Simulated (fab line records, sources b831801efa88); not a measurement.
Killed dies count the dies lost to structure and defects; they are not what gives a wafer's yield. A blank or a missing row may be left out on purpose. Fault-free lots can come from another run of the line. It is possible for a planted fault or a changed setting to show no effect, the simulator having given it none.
One fault seen from 2 desks || flow sky130 || what lay behind the numbers comes last; until then each desk has only its own

== DESK OF THE TOOL OWNER: implanter-03 ==
SKY_SD_P_IMPLANT_09, tool's own readings: per-lot mean of the sampled wafers with a number, covering each lot this tool ran. Marked OUT: a lot whose mean sits more than 4 standard deviations from the usual mean, which makes it out of limits; the brackets give that distance.
Columns: A = beam energy keV at SKY_SD_P_IMPLANT_09, usual 20.000; B = beam on s at SKY_SD_P_IMPLANT_09, usual 13.9 s
{"lot": "L432", "first seen here": "day 28 01:37", "A": 19.999, "B": 14.6}
{"lot": "L434", "first seen here": "day 28 20:14", "A": 20.003, "B": 14.8}
{"lot": "L443", "first seen here": "day 32 23:59", "A": 19.994, "B": 14.8}
This desk's verdict: no lot among the 3 shows anything out of limits.

== FROM THE METROLOGY DESK ==
Means of the sampled wafers that have a number, per lot and without regard to the tool the lot ran on: this is what the gauges read. Marked OUT: a lot whose mean sits more than 4 standard deviations from the usual mean, which makes it out of limits; the brackets give that distance. It has 8 readings; the 7 that lie furthest out on some lot are the ones shown.
Columns: A = cd nm at SKY_SD_P_CD_MEAS_07, usual 379.8 nm; B = SD_P_OVL at SKY_SD_P_OVL_MEAS_08, usual -1.3 nm; C = SD_P_TW at SKY_SD_P_TW_MEAS_11, usual 2821; D = RES_XHIGH_TW at SKY_RES_XHIGH_TW_MEAS_09, usual 1635; E = SD_N_OVL at SKY_SD_N_OVL_MEAS_08, usual -0.6 nm; F = SD_N_TW at SKY_SD_N_TW_MEAS_12, usual 3978; G = SD_N_RS at SKY_SD_N_RS_MEAS_16, usual 68.60 ohm/sq
{"lot": "L432", "first seen here": "day 28 01:27", "A": 386.5, "B": -0.8, "C": 2832, "D": 1644, "E": -0.8, "F": 3946, "G": 68.47}
{"lot": "L434", "first seen here": "day 28 20:05", "A": 377.4, "B": 1.0, "C": 2840, "D": 1623, "E": -0.9, "F": 3920, "G": 68.66}
{"lot": "L442", "first seen here": "day 32 22:08", "A": 377.0, "B": -1.0, "C": 2816, "D": 1616, "E": -0.5, "F": 3928, "G": 68.39}
{"lot": "L446", "first seen here": "day 32 23:34", "A": 379.3, "B": -2.1, "C": 2796, "D": 1668, "E": -0.8, "F": 3990, "G": 68.58}
{"lot": "L443", "first seen here": "day 32 23:49", "A": 381.5, "B": -0.6, "C": 2797, "D": 1628, "E": -2.4, "F": 4009, "G": 68.61}
{"lot": "L448", "first seen here": "day 33 09:23", "A": 382.3, "B": -2.2, "C": 2873, "D": 1667, "E": -1.1, "F": 3986, "G": 68.39}
This desk's verdict: no lot among the 6 shows anything out of limits.

== TAKEN TOGETHER ==
The desk of the tool owner found nothing out of limits.
From the metrology desk's view, nothing was out of limits.

== WHAT HAD BEEN PUT IN BY THE SIMULATOR ==
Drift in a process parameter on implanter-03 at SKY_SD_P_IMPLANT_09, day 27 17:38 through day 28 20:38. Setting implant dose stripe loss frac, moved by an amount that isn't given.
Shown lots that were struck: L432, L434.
